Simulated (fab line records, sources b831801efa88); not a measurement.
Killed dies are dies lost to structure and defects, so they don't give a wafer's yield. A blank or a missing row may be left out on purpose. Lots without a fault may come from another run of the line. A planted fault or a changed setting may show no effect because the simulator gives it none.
A struck lot beside a sound one | flow sfq_line | 24 steps out of a route of 325
Sound: wafers L293.2, L293.3, L293.4. Struck: wafer L286.4. (L286.5 of the same lot was not struck and is left out.) The cause comes at the end.
At each step with rows: each side's tool, then ch and its chambers, then its first start. Under that, the readings that differ: sound wafers | struck wafers | difference of the means | sigmas: that difference in standard deviations of wafers without a fault.
alike: readings whose means differ by less than 2 such deviations, and words and numbers that are the same on both sides. not compared: withheld readings, readings that some wafer has no value for, bounds like >300 that may hide the same value, and numbers for which the record gives no deviation and whose values overlap.
The two part at a step that has a row with sigmas, a row that says differs or no value, or rows on one side only. Numbers that don't overlap but have no deviation are shown without sigmas and don't part them. A reading that every wafer of one side lacks parts them only if that side has two wafers or more.

first, 6 steps without rows for these wafers: SFQ_TRILAYER_I2_VIA_LITHO_COAT_072 (resist thk 62 nm); SFQ_TRILAYER_I2_VIA_LITHO_COAT_067 (resist thk 650 nm); SFQ_TRILAYER_I2_VIA_LITHO_SOFTBAKE_071; SFQ_TRILAYER_I2_VIA_LITHO_EXPOSE_068 (exposes mask I2, target cd 500 nm); SFQ_TRILAYER_I2_VIA_LITHO_PEB_070 (peb time 60 s); SFQ_TRILAYER_I2_VIA_LITHO_DEVELOP_069 (time 60 s).
SFQ_I2_OVL_MEAS_918:
  sound on overlay-01, day 29 01:38; struck on overlay-02, day 25 09:44
  alike: I2_OVL
SFQ_TRILAYER_I2_VIA_BARC_OPEN_VIA_ETCH_096: etches BARC in O2, target depth 125 nm, time 41.7 s.
  sound on rie_diel-04 ch 2,3, day 29 01:40; struck on rie_diel-04 ch 1, day 25 09:45
  alike: drypump_motor_current_A, oes_product_au
  not compared: rf_hours_counter_h
SFQ_TRILAYER_I2_VIA_ETCH_VIA_ETCH_070: etches SiO2 in CHF3, stops on Nb, target depth 260 nm.
  sound on rie_diel-04 ch 2,3, day 29 01:43; struck on rie_diel-04 ch 1, day 25 09:47
  alike: drypump_motor_current_A, oes_product_au
SFQ_TRILAYER_I2_VIA_STRIP_STRIP_071: strips in O2.
  sound on rie_metal-03 ch 0,1, day 29 01:49; struck on rie_metal-03 ch 1, day 25 10:06
  alike: drypump_motor_current_A, oes_product_au
  not compared: rf_hours_counter_h
then, 2 steps without rows for these wafers: SFQ_TRILAYER_I2_VIA_STRIP_SOLV_CLEAN_072 (cleans in NMP, time 600 s); SFQ_TRILAYER_M3_DEP_PRE_CLEAN_074 (time 22.5 s).
SFQ_TRILAYER_M3_DEP_SPUTTER_073: material Nb, target thk 200 nm, time 133.3 s.
  sound on pvd_sputter-04, day 29 02:38; struck on pvd_sputter-03, day 25 10:43
  reading                                             | sound             | struck | difference | sigmas
  model.Nb_of_TRILAYER_M3_DEP_SPUTTER_073.thk_nm (nm) | 200.4 200.1 198.9 | 168    | -32        |
  alike: throttle_valve_pct
SFQ_M3_RS_MEAS_919: measures by four-point-probe.
  sound on film_metro-01, day 29 02:44; struck on film_metro-03, day 25 10:52
  reading           | sound             | struck | difference | sigmas
  M3_NB_RS (ohm/sq) | 0.886 0.891 0.892 | 1.060  | +0.170     | +17
then, 6 steps without rows for these wafers: SFQ_TRILAYER_M3_LITHO_COAT_080 (resist thk 62 nm); SFQ_TRILAYER_M3_LITHO_COAT_075 (resist thk 600 nm); SFQ_TRILAYER_M3_LITHO_SOFTBAKE_079; SFQ_TRILAYER_M3_LITHO_EXPOSE_076 (exposes mask M3, target cd 500 nm); SFQ_TRILAYER_M3_LITHO_PEB_078 (peb time 60 s); SFQ_TRILAYER_M3_LITHO_DEVELOP_077 (time 60 s).
-- the record jumps here: 4 days lie between the struck wafers' starts before and after --
SFQ_M3_OVL_MEAS_921:
  sound on overlay-02, day 32 02:55; struck on overlay-01, day 29 21:40
  alike: M3_OVL
SFQ_TRILAYER_M3_BARC_OPEN_METAL_ETCH_100: etches BARC in O2, target depth 125 nm, time 41.7 s.
  sound on rie_metal-04 ch 1, day 32 02:58; struck on rie_metal-03 ch 0, day 29 21:41
  reading               | sound             | struck | difference | sigmas
  oes_product_au (a.u.) | 0.687 0.687 0.695 | 0.675  | -0.015     | -3
  alike: drypump_motor_current_A
  not compared: rf_hours_counter_h
SFQ_TRILAYER_M3_ETCH_METAL_ETCH_078: etches Nb in Cl2/Ar, stops on SiO2, target depth 240 nm, time 120 s.
  sound on rie_metal-04 ch 1, day 32 03:06; struck on rie_metal-03 ch 0, day 29 21:46
  reading               | sound             | struck | difference | sigmas
  oes_product_au (a.u.) | 0.893 0.895 0.888 | 0.813  | -0.079     | -10
  alike: drypump_motor_current_A
  not compared: rf_hours_counter_h
SFQ_TRILAYER_M3_STRIP_STRIP_079: strips in O2.
  sound on rie_metal-04 ch 1, day 32 03:31; struck on rie_metal-03 ch 0, day 29 22:04
  alike: drypump_motor_current_A, oes_product_au
  not compared: rf_hours_counter_h

WHERE THEY PART
First at SFQ_M3_RS_MEAS_919; last, within this record, at SFQ_TRILAYER_M3_ETCH_METAL_ETCH_078. Later steps at which nothing parts them and some readings are alike: SFQ_TRILAYER_M3_STRIP_STRIP_079.

WHY: what the simulator had put in
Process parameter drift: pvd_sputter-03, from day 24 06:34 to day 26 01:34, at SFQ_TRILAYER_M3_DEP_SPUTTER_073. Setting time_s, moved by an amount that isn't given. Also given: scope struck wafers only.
